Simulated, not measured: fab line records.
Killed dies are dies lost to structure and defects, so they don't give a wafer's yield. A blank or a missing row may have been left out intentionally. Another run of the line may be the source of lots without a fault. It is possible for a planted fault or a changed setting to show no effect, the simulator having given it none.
2 desks, one fault    flow sky130    what lay behind the numbers comes last; until then each desk has only its own

FROM THE METROLOGY DESK
What the gauges read for every lot (on any tool): the sampled wafers with a number, averaged. The brackets show how far a lot's mean lies from the usual mean; more than 4 standard deviations puts the lot out of limits, marked OUT.
Columns: A = CAPM_TIN_THK at SKY_CAPM_THK_MEAS_04, usual 202.4 nm; B = cd-nm at SKY_METAL3_CD_MEAS_13, usual 299.6 nm
lot   first seen here  A      B
L387  day 37 02:40     199.7  301.0
L388  day 37 05:23     203.6  299.6
L389  day 37 19:50     204.9  299.7
L390  day 38 09:59     201.9  298.7
L391  day 38 10:34     200.8  301.2
L392  day 38 12:50     198.9  299.6
L394  day 39 05:05     203.0  298.9
L395  day 39 06:14     202.8  300.3
L399  day 40 11:37     203.6  298.1
L402  day 41 15:45     202.5  299.0
L404  day 42 10:14     201.5  299.8
L406  day 42 11:23     203.1  300.2
L407  day 42 18:29     201.7  300.0
L408  day 43 02:05     203.6  299.3
This desk found nothing out of limits on any of the 14 lots.

TOOL OWNER'S DESK, rie-metal-02
The tool's own readings at SKY_METAL3_METAL_ETCH_18 (etches the open film in Cl2/BCl3, stops on SiO2, target depth 845 nm, time 183.1 s): means of the sampled wafers that have a number, for each lot that ran on this tool. The brackets show how far a lot's mean lies from the usual mean; more than 4 standard deviations puts the lot out of limits, marked OUT.
Columns: A = drypump-motor-current-A at SKY_METAL3_METAL_ETCH_18, usual 5.62 A; B = oes-product-au at SKY_METAL3_METAL_ETCH_18, usual 0.877 a.u.; C = rf-fwd-power-W at SKY_METAL3_METAL_ETCH_18, usual 897.2 W; D = throttle-valve-pct at SKY_METAL3_METAL_ETCH_18, usual 22.264 %
lot   first seen here  A     B      C      D
L388  day 39 07:53     5.44  0.879  897.0  22.271
L389  day 39 22:20     5.46  0.877  898.4  22.276
L402  day 43 14:54     5.44  0.871  898.6  22.272
L404  day 44 07:35     5.26  0.875  897.1  22.276
This desk found nothing out of limits on any of the 4 lots.

BROUGHT TOGETHER
Nothing out of limits was seen by the metrology desk.
Nothing out of limits was seen by the tool owner's desk.

WHAT THE SIMULATOR HAD PUT IN
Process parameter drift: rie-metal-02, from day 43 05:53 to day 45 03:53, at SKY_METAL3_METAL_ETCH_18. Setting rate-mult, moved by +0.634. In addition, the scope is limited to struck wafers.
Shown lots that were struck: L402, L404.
